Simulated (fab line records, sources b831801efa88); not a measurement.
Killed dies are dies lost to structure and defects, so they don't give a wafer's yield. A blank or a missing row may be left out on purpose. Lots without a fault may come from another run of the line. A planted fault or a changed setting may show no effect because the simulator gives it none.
One fault seen from 2 desks | flow sky130 | each desk has only its own numbers; what lay behind them comes last

THE METROLOGY DESK
What the gauges read, lot by lot, whatever tool the lot ran on: means of the sampled wafers that have a number. A lot is out of limits, marked OUT, if its mean lies more than 4 standard deviations from the usual mean; the brackets give that distance.
Columns: A = LI_CONTACT_W_RS at SKY_LI_CONTACT_RS_MEAS_22, usual 0.2843 ohm/sq; B = LI_CONTACT_W_THK at SKY_LI_CONTACT_THK_MEAS_23, usual 390 nm
lot  | first seen here | A                | B
L260 | day 30 02:17    | 0.2899           | 388
L261 | day 30 15:17    | 0.2861           | 390
L263 | day 31 09:59    | 0.2883           | 383
L265 | day 31 16:59    | 0.2863           | 380
L267 | day 32 04:53    | 0.2841           | 387
L271 | day 33 15:47    | 0.2829           | 389
L274 | day 34 16:52    | 0.2842           | 391
L280 | day 36 11:16    | 0.3228 (+13) OUT | 354 (-6.6) OUT
L282 | day 36 22:08    | 0.3646 (+28) OUT | 314 (-14) OUT
L283 | day 36 23:37    | 0.2839           | 392
This desk's finding: out of limits on L280, L282; first on L280, day 36 11:16 (LI_CONTACT_W_RS at SKY_LI_CONTACT_RS_MEAS_22). In limits: L260, L261, L263, L265, L267, L271, L274, L283.

THE TOOL OWNER'S DESK: cvd_w-02
The tool's own readings at SKY_LI_CONTACT_CVD_21 (deposits W, target thk 400 nm, time 120.56 s): means of the sampled wafers that have a number, for each lot that ran on this tool. A lot is out of limits, marked OUT, if its mean lies more than 4 standard deviations from the usual mean; the brackets give that distance.
Columns: A = heater_power_w at SKY_LI_CONTACT_CVD_21, usual 882 W
lot  | first seen here | A
L261 | day 30 15:09    | 899
L263 | day 31 09:52    | 898
L265 | day 31 16:52    | 892
L267 | day 32 04:44    | 883
L271 | day 33 15:38    | 900
L274 | day 34 16:43    | 921
L280 | day 36 11:09    | 905
L282 | day 36 22:01    | 914
This desk's finding: nothing out of limits on any of the 8 lots.

PUT TOGETHER
The metrology desk could have raised an alarm at day 36 11:16, on L280, L282.
The tool owner's desk saw nothing out of limits.
The tool owner's desk has L280, L282 on record, within its limits.
Of the lots named, all ran SKY_LI_CONTACT_CVD_21 on cvd_w-02.

WHAT THE SIMULATOR HAD PUT IN
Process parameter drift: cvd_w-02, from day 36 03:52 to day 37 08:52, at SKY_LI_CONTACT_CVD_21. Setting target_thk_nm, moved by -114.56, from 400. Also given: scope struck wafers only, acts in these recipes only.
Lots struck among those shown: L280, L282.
Hours from the fault's start to each desk's first reading out of limits: the metrology desk, 7.
